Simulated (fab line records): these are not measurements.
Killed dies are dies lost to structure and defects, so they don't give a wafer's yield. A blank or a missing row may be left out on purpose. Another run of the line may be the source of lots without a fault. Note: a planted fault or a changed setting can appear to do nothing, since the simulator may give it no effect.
A lot that was struck, set against a sound lot	flow gf180mcu	14 out of 602 route steps
Sound: the wafers L329.1, L329.3, L329.6. Wafers L341.1, L341.3, L341.4 were the ones struck. The cause comes at the end.
Per side, at each step with rows, come the tool, then ch with its chambers, and then its first start. Under that, the readings that differ: sound wafers	struck wafers	difference of the means	sigmas: that difference in standard deviations of wafers without a fault.
alike: same words and numbers on both sides, and readings whose means sit less than 2 such deviations apart. not compared: any withheld reading, any reading some wafer has no value for, any bound like >300 that may hide the same value, and any number with overlapping values for which the record gives no deviation.
Wherever a step has rows on one side only, a row that says differs or no value, or a row with sigmas, the two part there. When numbers do not overlap yet have no deviation, they are printed without sigmas and do not part them. A reading that every wafer of one side lacks parts them only if that side has two wafers or more.

first, 1 step without rows for these wafers: GF_HV_LDD_DEVELOP_06 (develop time 60 s).
GF_HV_LDD_CD_MEAS_07: the cd target is 400 nm.
  sound: cdSem-02 at day 11 11:10; struck: cdSem-02 at day 14 21:31
  alike: cdNm
GF_HV_LDD_OVL_MEAS_08:
  sound: overlay-01 at day 11 11:17; struck: overlay-02 at day 14 21:38
  alike: HV_LDD_OVL
after that, 1 step had no rows for these wafers: GF_HV_LDD_IMPLANT_09.
GF_HV_LDD_STRIP_10: strips in O2/N2.
  sound on plasmaAsher-02 ch 0,1, day 11 11:28; struck on plasmaAsher-03 ch 0,1, day 14 21:49
reading	sound	struck	difference	sigmas
stripTimeToEndpointS (s)	12.64 12.60 12.63	12.70 12.68 12.73	+0.08	+2
  alike: chamberPressureMTorr, drypumpMotorCurrentA, heaterPowerW, oesProductAu
  not compared: rfHoursCounterH
GF_HV_LDD_TW_MEAS_11:
  sound: filmMetro-03 at day 11 11:34; struck: filmMetro-04 at day 14 21:55
  alike: HV_LDD_TW
then, 6 steps without rows for these wafers: GF_HV_LDD_DEHYDRATE_12 (time 60 s); GF_HV_LDD_HMDS_13 (prime time 60 s); GF_HV_LDD_COAT_14 (resist thk 1000 nm); GF_HV_LDD_SOFTBAKE_15 (time 60 s); GF_HV_LDD_EXPOSE_16 (exposes mask Pplus LV AREA, target cd 400 nm); GF_HV_LDD_PEB_17.
GF_HV_LDD_DEVELOP_18: develop time 60 s.
  struck on lithoTrack-02, day 15 18:55; sound on lithoTrack-03 ch 0, day 12 05:53
  no value came back on the struck wafers for chillPlateTempC (C), developTimeS (s); on the sound wafers chillPlateTempC (C) reads 22.88 23.00 23.20
GF_HV_LDD_CD_MEAS_19: the cd target is 400 nm.
  sound: cdSem-02 at day 12 06:02; struck: cdSem-01 at day 15 19:04
reading	sound	struck	difference	sigmas
cdNm (nm)	396.1 394.7 396.4	- - -	no value on the struck wafers	

WHERE THEY PART
Earliest at GF_HV_LDD_STRIP_10; latest, in this record, at GF_HV_LDD_CD_MEAS_19.

WHY: the cause the simulator had injected
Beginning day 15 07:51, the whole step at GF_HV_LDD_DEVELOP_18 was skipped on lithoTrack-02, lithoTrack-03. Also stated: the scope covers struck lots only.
